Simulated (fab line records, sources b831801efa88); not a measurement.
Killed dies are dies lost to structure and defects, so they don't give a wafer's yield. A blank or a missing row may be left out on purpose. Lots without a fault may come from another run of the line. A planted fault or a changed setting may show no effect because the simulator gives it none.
Problem report in the 8D (eight disciplines) form, filled by code | flow sfq_line | the parts of the form that need people (team, actions taken, sign-off) are left out

1. THE PROBLEM
oes_product_au at SFQ_TRILAYER_L0_VIA_ETCH_VIA_ETCH_016 reads a mean of 0.773 a.u. on 3 wafers of 2 lots; wafers without a fault read 0.843 a.u. with a standard deviation of 0.0072. That is -9.7 standard deviations from the usual mean.
The step: etches SiO2 in CHF3, stops on MoNx KI, target depth 80 nm.
First seen on wafer L518.5, day 12 12:50, on rie_diel-02. The record holds 42 wafers of 14 lots with a number at this step. Rule for "out", or "out of limits": more than 4 standard deviations from the usual mean. The other wafers with a number count as sound.

2. WHAT IT IS AND WHAT IT IS NOT
question                    | is                     | is not
which readings at this step | oes_product_au         | bias_w, drypump_motor_current_A
which lots                  | L518, L521             | L503, L504, L505, L506, L507, L508, L510, L511, L512, L513, L514, L515
which wafers of those lots  | L518.5, L521.1, L521.5 | L518.3, L518.4, L521.3
read on which tools         | rie_diel-02            | rie_diel-01, rie_diel-04
when                        | from day 12 12:50      | up to then (38 sound wafers); but 1 sound wafer of L521 came after

3. SUSPECTS, AND WHAT RULES EACH OUT
Counting: a tool at a process step up to the reading stays a suspect if it ran every lot that is out. Sound lots after the first of them don't rule it out here, since some wafers of a struck lot are sound.
- pecvd-01 at SFQ_TRILAYER_L0_CAP_PECVD_011 (deposits SiO2 from SiH4/N2O, time 13.333 s, target thk 60 nm): kept. It ran every lot that is out, first L518 (day 8 01:15); its last sound lot up to then is L514 (day 7 05:37).
- rie_diel-02 at SFQ_TRILAYER_L0_VIA_ETCH_VIA_ETCH_016 (etches SiO2 in CHF3, stops on MoNx KI, target depth 80 nm): kept. It ran every lot that is out, first L518 (day 12 12:50); its last sound lot up to then is L513 (day 11 04:35). Its own readings are out on those wafers: oes_product_au.
Left after counting: pecvd-01 at SFQ_TRILAYER_L0_CAP_PECVD_011, rie_diel-02 at SFQ_TRILAYER_L0_VIA_ETCH_VIA_ETCH_016.

4. THE CAUSE (what the simulator had put in)
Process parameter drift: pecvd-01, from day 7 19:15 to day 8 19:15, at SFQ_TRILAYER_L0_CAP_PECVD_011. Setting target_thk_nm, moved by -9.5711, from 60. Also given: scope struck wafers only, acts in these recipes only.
Counting left 2 suspects, and this tool is among them.

5. THE CHAIN OF EFFECTS, in route order
Each row: a reading whose mean over the struck wafers that have a number lies more than 3 standard deviations from the usual. Only readings for which the record gives a usual standard deviation are gone through. hours: the time from each lot's start at the first step in this table that gives one to its start at this step, as a median over the lots. sigmas: the change in usual standard deviations.
hours | step                                  | reading        | usual      | on struck wafers | change | sigmas
0     | SFQ_TRILAYER_L0_VIA_ETCH_VIA_ETCH_016 | oes_product_au | 0.843 a.u. | 0.773            | -0.070 | -9.7
The process steps in it:
- SFQ_TRILAYER_L0_VIA_ETCH_VIA_ETCH_016: etches SiO2 in CHF3, stops on MoNx KI, target depth 80 nm.
Later measuring or inspecting steps at which every struck wafer that the step has a row for has a number for every such reading, and none has moved that far: SFQ_M3_RS_MEAS_919.

6. WHAT WOULD HAVE CAUGHT IT SOONER
In this record the first reading out of limits was taken at day 12 12:50, 114 hours after the fault began at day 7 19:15.
Of the tool readings at SFQ_TRILAYER_L0_CAP_PECVD_011 for which the record gives a usual standard deviation, none was out on any struck wafer, so an alarm limit of 4 standard deviations on them would not have fired.
All the lots that are out (2) had begun SFQ_TRILAYER_L0_CAP_PECVD_011 on pecvd-01 by day 12 12:50. A hold on the tool at that time would have spared none of them.
